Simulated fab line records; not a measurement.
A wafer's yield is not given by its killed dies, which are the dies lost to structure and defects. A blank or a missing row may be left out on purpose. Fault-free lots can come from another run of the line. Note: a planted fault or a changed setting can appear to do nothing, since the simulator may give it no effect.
Which tool is to blame? || flow gf180mcu || 6 lots, 18 wafers sampled, at 2 steps of a route of 602

== WHAT THE GAUGES SHOWED, per wafer ==
GF_VT_IMPLANT_OVL_MEAS_07.
{"lot": "L339", "measured": "day 6 08:53", "on": "overlay-02", "VT_IMPLANT_OVL (nm)": "-4.1 -1.0 -3.3"}
{"lot": "L341", "measured": "day 6 19:55", "on": "overlay-01", "VT_IMPLANT_OVL (nm)": "-0.7 0.7 0.7"}
{"lot": "L344", "measured": "day 7 16:55", "on": "overlay-01", "VT_IMPLANT_OVL (nm)": "-2.5 -2.8 -0.8"}
{"lot": "L347", "measured": "day 8 10:36", "on": "overlay-01", "VT_IMPLANT_OVL (nm)": "-0.4 -1.5 0.4"}
{"lot": "L352", "measured": "day 9 18:14", "on": "overlay-02", "VT_IMPLANT_OVL (nm)": "0.1 -1.2 -1.4"}
{"lot": "L355", "measured": "day 10 14:44", "on": "overlay-02", "VT_IMPLANT_OVL (nm)": "-3.5 0.6 -1.7"}

== TOOL THAT RAN EACH LOT (tool first, then ch and the chambers of the sampled wafers, then the start) ==
{"lot": "L339", "GF_MVPSD_STRIP_10": "plasma_asher-04 ch 0,1, day 5 18:54"}
{"lot": "L341", "GF_MVPSD_STRIP_10": "plasma_asher-03 ch 0,1, day 6 05:09"}
{"lot": "L344", "GF_MVPSD_STRIP_10": "plasma_asher-01 ch 0,1, day 7 01:36"}
{"lot": "L347", "GF_MVPSD_STRIP_10": "plasma_asher-04 ch 0,1, day 7 18:41"}
{"lot": "L352", "GF_MVPSD_STRIP_10": "plasma_asher-04 ch 0,1, day 9 00:39"}
{"lot": "L355", "GF_MVPSD_STRIP_10": "plasma_asher-03 ch 0,1, day 9 21:29"}
- GF_MVPSD_STRIP_10: strips in O2/N2.

== THE ANSWER, worked out from the rows above alone ==
Rule: usual is defined by the lots themselves. The widest of any qualifying gaps counts: lots, ordered by their means at a reading, are off when they make up no more than a third of the lots, leave a main group of 4 or more, and stand apart from it by 3 or more times the standard deviation of that group's means. If all means in a main group match to the digits the tables above print for the reading, that group is not used. Also off: a lot with no number at a reading for which 4 or more lots have one. All remaining lots with rows at the step are treated as sound.
No lot is off at any reading shown: from this, nothing can be told.

== WHAT WAS PUT IN BY THE SIMULATOR ==
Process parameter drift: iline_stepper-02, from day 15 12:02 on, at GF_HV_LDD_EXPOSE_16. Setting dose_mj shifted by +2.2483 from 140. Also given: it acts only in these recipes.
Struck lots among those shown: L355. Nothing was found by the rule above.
